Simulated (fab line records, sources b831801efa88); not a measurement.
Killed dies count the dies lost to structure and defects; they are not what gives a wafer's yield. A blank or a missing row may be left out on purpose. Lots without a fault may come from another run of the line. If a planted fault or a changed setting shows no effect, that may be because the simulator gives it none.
fab line records -- flow gf180mcu
[record] lots = 12, wafers = 36, lastDay = 34
route steps=602 shown STI@14 VT_IMPLANT@108 SALICIDE@284
lots untouched by any fault: they come from a run of this same line in which no faults occurred
startH: the number of hours between the record's first day and the start of the first shown wafer of the lot -- waitH: hours elapsed since this lot's preceding step -- " same as the row above -- L1.1+2: several wafers, shown together as one row -- - value missing, or start not given -- * or withheld: withheld -- < > ~ a bound
route shown NAME@n: a module of which the file shows steps, and the number in the route of the first -- usual: mean/standard deviation taken from wafers without a fault -- same: alike in all rows -- chamber/n: place in a boat -- sites: per-site readings -- _std_site: how widely they spread, as a standard deviation -- _edge_site: mean of outer sites minus mean of inner sites -- radiusMm: for every site, how far away it sits from the centre of the wafer -- mask NAME#n: copy n -- behind: the most recent tool/chamber to have shaped the wafer -- hold: what put the lot on hold/how long, in hours/how the hold closed -- device: the transistor (n, p or np) that didn't switch -- end of line: tests run on the same wafers once the route is complete -- a step without rows: its recipe alone -- killed: dies that structure and defects cost at the first sort, which is not the same as the wafer's yield -- map: a wafer's dies, marking killed ones x, the rest . and places with no die _
set.NAME: the run value of the setting; set.NAME@STEP: its run value at that earlier step -- model.NAME: the simulator's own value behind a step, which no gauge read
one table for each step of the route and one row for each wafer, over a sample of lots
services: a tool's chamber out of use, with start hour (startH, from the record's first day; less than 0 if before it), hours out, and reason
[[steps]]
[step GF_STI_ETCH_13]
[recipe] chemistry = CHF3/O2, stopOn = Si, overEtchFrac = 0.3, targetDepthA = 2823.1, sourceW = 600, biasW = 200, pressureMtorr = 40, chf3FlowSccm = 50, O2_flow_sccm = 5, timeS = 112.9
[usual] drypumpMotorCurrentA = 5.7/0.36, oesProductAu = 0.835/0.0068, runLengthS = 141.2/0.37, throttleValvePct = 8.811/0.0093
lot.wafer,tool,chamber,startH,waitH,drypumpMotorCurrentA,oesProductAu,rfHoursCounterH,runLengthS,throttleValvePct
L202.2,rieDiel-03,1,25.81,0.1,5.5,0.837,106,141.3,8.820
L202.5,rieDiel-03,2,25.81,0.1,5.8,0.841,-,140.8,8.820
L202.6,rieDiel-03,3,25.81,0.1,5.1,0.848,-,141.4,8.815
L203.2,rieDiel-01,2,31.96,0.1,5.6,0.828,68,141.5,8.822
L203.5,rieDiel-01,3,31.96,0.1,5.3,0.830,-,141.1,8.785
L203.6,rieDiel-01,0,31.96,0.1,6.1,0.843,-,141.6,8.813
L204.1,rieDiel-01,3,35.70,0.1,5.3,0.833,143,141.3,8.809
L204.3,rieDiel-01,2,35.70,0.1,5.6,0.836,68,141.7,8.823
L204.5,rieDiel-01,1,35.70,0.1,6.1,0.832,-,140.7,8.796
L205.1,rieDiel-01,1,41.01,0.1,6.1,0.837,23,140.7,8.814
L205.5,rieDiel-01,1,41.01,0.1,6.1,0.979,-,124.3,8.855
L205.6,rieDiel-01,0,41.01,0.1,6.0,0.829,-,141.8,8.817
L207.1,rieDiel-01,3,51.04,0.1,5.3,0.832,144,141.0,8.824
L207.5,rieDiel-01,1,51.04,0.1,6.1,0.981,-,124.0,8.862
L207.6,rieDiel-01,0,51.04,0.1,6.0,0.830,-,141.8,8.814
L215.1,rieDiel-03,1,91.96,0.1,5.5,0.844,108,141.0,8.804
L215.3,rieDiel-03,0,91.96,0.1,5.7,0.842,146,140.8,8.799
L215.6,rieDiel-03,2,91.96,0.1,5.8,0.845,-,140.7,8.813
L217.4,rieDiel-03,1,103.80,0.1,5.5,0.829,-,141.3,8.818
L217.5,rieDiel-03,0,103.80,0.1,5.6,0.824,-,141.1,8.806
L217.6,rieDiel-03,2,103.80,0.1,5.8,0.827,-,141.0,8.817
L219.3,rieDiel-03,0,114.06,0.1,5.7,0.827,147,140.8,8.824
L219.4,rieDiel-03,2,114.06,0.1,5.8,0.837,-,141.1,8.812
L219.5,rieDiel-03,0,114.06,0.1,5.7,0.845,-,140.9,8.819
L221.3,rieDiel-03,2,122.95,0.1,5.8,0.839,10,140.6,8.802
L221.4,rieDiel-03,3,122.95,0.1,5.1,0.833,0,141.0,8.791
L221.5,rieDiel-03,3,122.95,0.1,5.1,0.834,-,140.9,8.814
L223.3,rieDiel-01,3,135.36,0.1,5.3,0.842,146,141.0,8.812
L223.5,rieDiel-01,1,135.36,0.1,6.1,0.830,-,141.0,8.797
L223.6,rieDiel-01,0,135.36,0.1,6.1,0.827,-,141.4,8.824
L224.1,rieDiel-04,2,141.91,0.1,5.2,0.842,1,141.6,8.807
L224.3,rieDiel-04,1,141.91,0.1,5.1,0.835,149,141.8,8.811
L224.5,rieDiel-04,0,141.91,0.1,6.3,0.830,-,141.3,8.816
L225.1,rieDiel-01,2,146.69,0.1,5.6,0.845,71,142.1,8.821
L225.2,rieDiel-01,1,146.69,0.1,6.0,0.837,26,140.7,8.806
L225.6,rieDiel-01,0,146.69,0.1,6.1,0.843,-,141.5,8.817
[step GF_STI_STRIP_15]
[recipe] chemistry = O2/N2, powerW = 1400, pressureMtorr = 1500, platenTempC = 250, o2FlowSccm = 3000, n2FlowSccm = 300, overashFraction = 0.5
[usual] drypumpMotorCurrentA = 5.7/0.41, heaterPowerW = 326/23, oesProductAu = 0.384/0.0047, stripTimeToEndpointS = 3.74/0.049
lot.wafer,tool,chamber,startH,waitH,drypumpMotorCurrentA,heaterPowerW,oesProductAu,rfHoursCounterH,stripTimeToEndpointS
L202.2,plasmaAsher-01,1,25.97,0.0,6.3,349,0.384,38,3.78
L202.5,plasmaAsher-01,0,25.97,0.0,5.3,342,0.385,-,3.69
L202.6,plasmaAsher-01,1,25.97,0.0,6.3,347,0.389,-,3.75
L203.2,plasmaAsher-01,1,32.12,0.0,6.3,347,0.392,39,3.78
L203.5,plasmaAsher-01,1,32.12,0.0,6.3,350,0.382,-,3.72
L203.6,plasmaAsher-01,0,32.12,0.0,5.3,342,0.387,-,3.75
L204.1,plasmaAsher-03,0,35.86,0.0,5.3,357,0.380,42,3.75
L204.3,plasmaAsher-03,0,35.86,0.0,5.3,354,0.375,-,3.72
L204.5,plasmaAsher-03,1,35.86,0.0,5.4,313,0.391,-,3.77
L205.1,plasmaAsher-03,1,41.17,0.0,5.4,320,0.378,43,3.68
L205.5,plasmaAsher-03,1,41.17,0.0,5.3,313,0.402,-,4.09
L205.6,plasmaAsher-03,0,41.17,0.0,5.3,365,0.380,-,3.65
L207.1,plasmaAsher-01,1,51.19,0.0,6.3,337,0.375,40,3.70
L207.5,plasmaAsher-01,1,51.19,0.0,6.3,344,0.402,-,4.17
L207.6,plasmaAsher-01,0,51.19,0.0,5.3,358,0.381,-,3.68
L215.1,plasmaAsher-02,0,92.12,0.0,6.2,321,0.390,29,3.79
L215.3,plasmaAsher-02,1,92.12,0.0,5.7,292,0.390,-,3.69
L215.6,plasmaAsher-02,1,92.12,0.0,5.8,297,0.384,-,3.69
L217.4,plasmaAsher-03,1,103.95,0.1,5.4,318,0.389,-,3.83
L217.5,plasmaAsher-03,1,103.95,0.1,5.4,315,0.388,-,3.76
L217.6,plasmaAsher-03,0,103.95,0.1,5.3,354,0.383,-,3.84
L219.3,plasmaAsher-02,1,114.25,0.1,5.7,292,0.390,-,3.75
L219.4,plasmaAsher-02,0,114.25,0.1,6.3,327,0.385,-,3.81
L219.5,plasmaAsher-02,0,114.25,0.1,6.3,323,0.384,-,3.76
L221.3,plasmaAsher-02,1,123.14,0.1,5.7,295,0.385,-,3.75
L221.4,plasmaAsher-02,0,123.14,0.1,6.3,317,0.390,-,3.79
L221.5,plasmaAsher-02,1,123.14,0.1,5.7,300,0.389,-,3.80
L223.3,plasmaAsher-03,0,135.55,0.1,5.3,356,0.382,-,3.74
L223.5,plasmaAsher-03,0,135.55,0.1,5.3,358,0.389,-,3.84
L223.6,plasmaAsher-03,1,135.55,0.1,5.4,311,0.378,-,3.77
L224.1,plasmaAsher-02,0,142.06,0.0,6.2,315,0.386,35,3.75
L224.3,plasmaAsher-02,0,142.06,0.0,6.3,311,0.391,-,3.81
L224.5,plasmaAsher-02,0,142.06,0.0,6.2,320,0.384,-,3.79
L225.1,plasmaAsher-02,1,146.84,0.0,5.7,291,0.387,35,3.83
L225.2,plasmaAsher-02,0,146.84,0.0,6.3,320,0.385,35,3.79
L225.6,plasmaAsher-02,1,146.84,0.0,5.7,300,0.380,-,3.75
[step GF_VT_IMPLANT_OVL_MEAS_18]
[usual] VT_IMPLANT_01_OVL = 1.3/1.5
lot.wafer,tool,chamber,startH,waitH,VT_IMPLANT_01_OVL[nm]
L202.2,overlay-01,-,124.45,0.1,0.4
L202.5,overlay-01,-,124.45,0.1,1.8
L202.6,overlay-01,-,124.45,0.1,-0.2
L203.2,overlay-01,-,134.60,0.1,1.9
L203.5,overlay-01,-,134.60,0.1,0.4
L203.6,overlay-01,-,134.60,0.1,1.5
L204.1,overlay-02,-,139.07,0.1,0.5
L204.3,overlay-02,-,139.07,0.1,-0.6
L204.5,overlay-02,-,139.07,0.1,-2.4
L205.1,overlay-02,-,144.17,0.1,2.3
L205.5,overlay-02,-,144.17,0.1,1.8
L205.6,overlay-02,-,144.17,0.1,0.8
L207.1,overlay-01,-,157.69,0.1,3.1
L207.5,overlay-01,-,157.69,0.1,2.1
L207.6,overlay-01,-,157.69,0.1,4.7
L215.1,overlay-02,-,206.99,0.1,3.3
L215.3,overlay-02,-,206.99,0.1,0.6
L215.6,overlay-02,-,206.99,0.1,0.1
L217.4,overlay-02,-,222.83,0.1,1.0
L217.5,overlay-02,-,222.83,0.1,0.8
L217.6,overlay-02,-,222.83,0.1,0.6
L219.3,overlay-01,-,238.94,0.1,2.8
L219.4,overlay-01,-,238.94,0.1,2.8
L219.5,overlay-01,-,238.94,0.1,1.9
L221.3,overlay-01,-,250.00,0.1,3.3
L221.4,overlay-01,-,250.00,0.1,3.1
L221.5,overlay-01,-,250.00,0.1,1.4
L223.3,overlay-02,-,264.00,0.1,3.1
L223.5,overlay-02,-,264.00,0.1,2.6
L223.6,overlay-02,-,264.00,0.1,3.2
L224.1,overlay-02,-,270.86,0.1,2.3
L224.3,overlay-02,-,270.86,0.1,0.5
L224.5,overlay-02,-,270.86,0.1,2.0
L225.1,overlay-02,-,278.66,0.1,0.9
L225.2,overlay-02,-,278.66,0.1,-0.1
L225.6,overlay-02,-,278.66,0.1,0.9
[step GF_SALICIDE_RTA_06]
[recipe] tempC = 530, timeS = 30, ambient = N2
[usual] lampPowerPct = 5.990/0.0063, wafer_temp_C_max = 532.9/0.64
[same] timeS = 30
lot.wafer,tool,chamber,startH,waitH,lampPowerPct,wafer_temp_C_max
L202.2,rtpAnneal-02,0,338.75,0.1,5.989,533.1
L202.5,rtpAnneal-02,0,338.75,0.1,6.001,533.0
L202.6,rtpAnneal-02,0,338.75,0.1,5.992,532.9
L203.2,rtpAnneal-01,0,352.73,0.1,5.980,532.8
L203.5,rtpAnneal-01,0,352.73,0.1,5.984,532.0
L203.6,rtpAnneal-01,0,352.73,0.1,5.979,532.9
L204.1,rtpAnneal-01,0,358.34,0.1,5.989,533.2
L204.3,rtpAnneal-01,0,358.34,0.1,5.986,532.6
L204.5,rtpAnneal-01,0,358.34,0.1,5.987,533.0
L205.1,rtpAnneal-01,0,366.85,0.1,5.988,532.8
L205.5,rtpAnneal-01,0,366.85,0.1,5.979,533.4
L205.6,rtpAnneal-01,0,366.85,0.1,5.983,532.7
L207.1,rtpAnneal-02,0,388.97,0.1,5.992,534.0
L207.5,rtpAnneal-02,0,388.97,0.1,5.988,534.1
L207.6,rtpAnneal-02,0,388.97,0.1,5.986,532.8
L215.1,rtpAnneal-02,0,456.11,0.1,5.997,533.0
L215.3,rtpAnneal-02,0,456.11,0.1,5.991,533.0
L215.6,rtpAnneal-02,0,456.11,0.1,5.994,533.5
L217.4,rtpAnneal-02,0,474.06,0.1,5.996,534.6
L217.5,rtpAnneal-02,0,474.06,0.1,5.994,532.7
L217.6,rtpAnneal-02,0,474.06,0.1,5.988,532.7
L219.3,rtpAnneal-01,0,497.20,0.1,5.995,532.5
L219.4,rtpAnneal-01,0,497.20,0.1,5.988,532.1
L219.5,rtpAnneal-01,0,497.20,0.1,5.980,532.2
L221.3,rtpAnneal-01,0,515.91,0.1,5.978,532.1
L221.4,rtpAnneal-01,0,515.91,0.1,5.985,532.4
L221.5,rtpAnneal-01,0,515.91,0.1,5.987,532.2
L223.3,rtpAnneal-02,0,527.28,0.1,5.995,532.3
L223.5,rtpAnneal-02,0,527.28,0.1,5.999,533.3
L223.6,rtpAnneal-02,0,527.28,0.1,5.993,533.7
L224.1,rtpAnneal-02,0,532.22,0.1,5.981,533.3
L224.3,rtpAnneal-02,0,532.22,0.1,5.986,533.0
L224.5,rtpAnneal-02,0,532.22,0.1,5.991,532.9
L225.1,rtpAnneal-01,0,544.96,0.1,5.982,532.7
L225.2,rtpAnneal-01,0,544.96,0.1,5.987,532.2
L225.6,rtpAnneal-01,0,544.96,0.1,5.991,532.7
[step GF_SALICIDE_RTA_08]
[recipe] tempC = 800, timeS = 30, ambient = N2
[usual] lampPowerPct = 16.630/0.019, wafer_temp_C_max = 804.2/0.94
[same] timeS = 30
lot.wafer,tool,chamber,startH,waitH,lampPowerPct,wafer_temp_C_max
L202.2,rtpAnneal-01,0,338.94,0.0,16.631,803.2
L202.5,rtpAnneal-01,0,338.94,0.0,16.643,803.0
L202.6,rtpAnneal-01,0,338.94,0.0,16.618,802.9
L203.2,rtpAnneal-02,0,352.93,0.0,16.629,803.8
L203.5,rtpAnneal-02,0,352.93,0.0,16.655,804.2
L203.6,rtpAnneal-02,0,352.93,0.0,16.639,803.6
L204.1,rtpAnneal-01,0,358.53,0.0,16.664,804.3
L204.3,rtpAnneal-01,0,358.53,0.0,16.640,804.6
L204.5,rtpAnneal-01,0,358.53,0.0,16.593,804.0
L205.1,rtpAnneal-01,0,367.04,0.0,16.654,803.2
L205.5,rtpAnneal-01,0,367.04,0.0,16.609,803.4
L205.6,rtpAnneal-01,0,367.04,0.0,16.618,804.9
L207.1,rtpAnneal-01,0,389.16,0.0,16.612,803.4
L207.5,rtpAnneal-01,0,389.16,0.0,16.603,804.5
L207.6,rtpAnneal-01,0,389.16,0.0,16.653,804.6
L215.1,rtpAnneal-01,0,456.31,0.0,16.641,804.2
L215.3,rtpAnneal-01,0,456.31,0.0,16.626,803.0
L215.6,rtpAnneal-01,0,456.31,0.0,16.609,802.7
L217.4,rtpAnneal-01,0,474.26,0.1,16.611,803.6
L217.5,rtpAnneal-01,0,474.26,0.1,16.615,802.9
L217.6,rtpAnneal-01,0,474.26,0.1,16.620,802.8
L219.3,rtpAnneal-02,0,497.39,0.0,16.672,804.0
L219.4,rtpAnneal-02,0,497.39,0.0,16.652,807.3
L219.5,rtpAnneal-02,0,497.39,0.0,16.645,806.1
L221.3,rtpAnneal-02,0,516.10,0.0,16.638,806.7
L221.4,rtpAnneal-02,0,516.10,0.0,16.650,805.1
L221.5,rtpAnneal-02,0,516.10,0.0,16.620,804.2
L223.3,rtpAnneal-01,0,527.50,0.1,16.626,805.1
L223.5,rtpAnneal-01,0,527.50,0.1,16.658,805.3
L223.6,rtpAnneal-01,0,527.50,0.1,16.610,803.5
L224.1,rtpAnneal-01,0,532.42,0.0,16.611,803.4
L224.3,rtpAnneal-01,0,532.42,0.0,16.614,804.1
L224.5,rtpAnneal-01,0,532.42,0.0,16.621,804.6
L225.1,rtpAnneal-02,0,545.15,0.0,16.647,805.0
L225.2,rtpAnneal-02,0,545.15,0.0,16.641,806.1
L225.6,rtpAnneal-02,0,545.15,0.0,16.641,805.0
[[services]]
tool,chamber,startH,hours,kind
rieDiel-01,1,4.28,1.3,repair
plasmaAsher-03,-,46.38,1.8,repair
rieDiel-03,-,63.53,4.3,pm
rieDiel-01,3,67.79,4.8,repair
rieDiel-01,2,72.51,2.9,repair
rtpAnneal-02,-,123.13,0.9,pm
rieDiel-03,0,167.75,4.4,repair
rieDiel-03,1,189.02,4.0,repair
plasmaAsher-02,-,190.02,1.9,repair
rieDiel-03,0,200.90,8.1,repair
rtpAnneal-02,-,224.62,3.9,pm
rieDiel-01,1,235.38,13.0,repair
rieDiel-01,2,249.12,6.2,repair
rieDiel-01,3,278.94,7.7,repair
rieDiel-01,2,295.81,2.4,repair
rieDiel-01,1,325.97,3.1,repair
rieDiel-03,-,345.12,0.5,repair
rtpAnneal-02,-,353.40,34.4,pm
rieDiel-03,-,384.41,0.1,repair
rieDiel-01,-,395.73,1.4,repair
rtpAnneal-01,-,431.27,5.8,pm
rieDiel-03,1,459.77,21.7,repair
rieDiel-01,-,466.48,0.4,repair
rieDiel-03,-,481.73,0.3,repair
[[key]]
[firstSign] step = GF_STI_ETCH_13, reading = runLengthS, direction = down, sigmas = 46, usual = *, struck = *
[effect] step = GF_STI_ETCH_13, reading = oesProductAu, direction = up, sigmas = 21, usual = 0.835, struck = 0.980
[effect] step = GF_STI_STRIP_15, reading = stripTimeToEndpointS, direction = up, sigmas = 8, usual = *, struck = *
metAt GF_STI_ETCH_13
struckLots L205,L207
struckWafers L205.5,L207.5
testerLeftOut L205,L207
notActingAt GF_VT_IMPLANT_OVL_MEAS_18,GF_SALICIDE_RTA_06,GF_SALICIDE_RTA_08
onsetBetween 35.70 41.01
[fault] kind = processParameterDrift, tool = rieDiel-01, chamber = -, onsetH = 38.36, steps = GF_STI_ETCH_13, channel = timeS, offset = *, shape = step, endH = 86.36, scope = struckWafersOnly, actsIn = *, stated = *
// testerLeftOut: of these lots the tester's yield and bins aren't shown, on N5 and GAA mostly nor the transistor test; their killed dies are dies lost to structure and defects alone, not to doping, threshold or leakage, so they don't give the yield
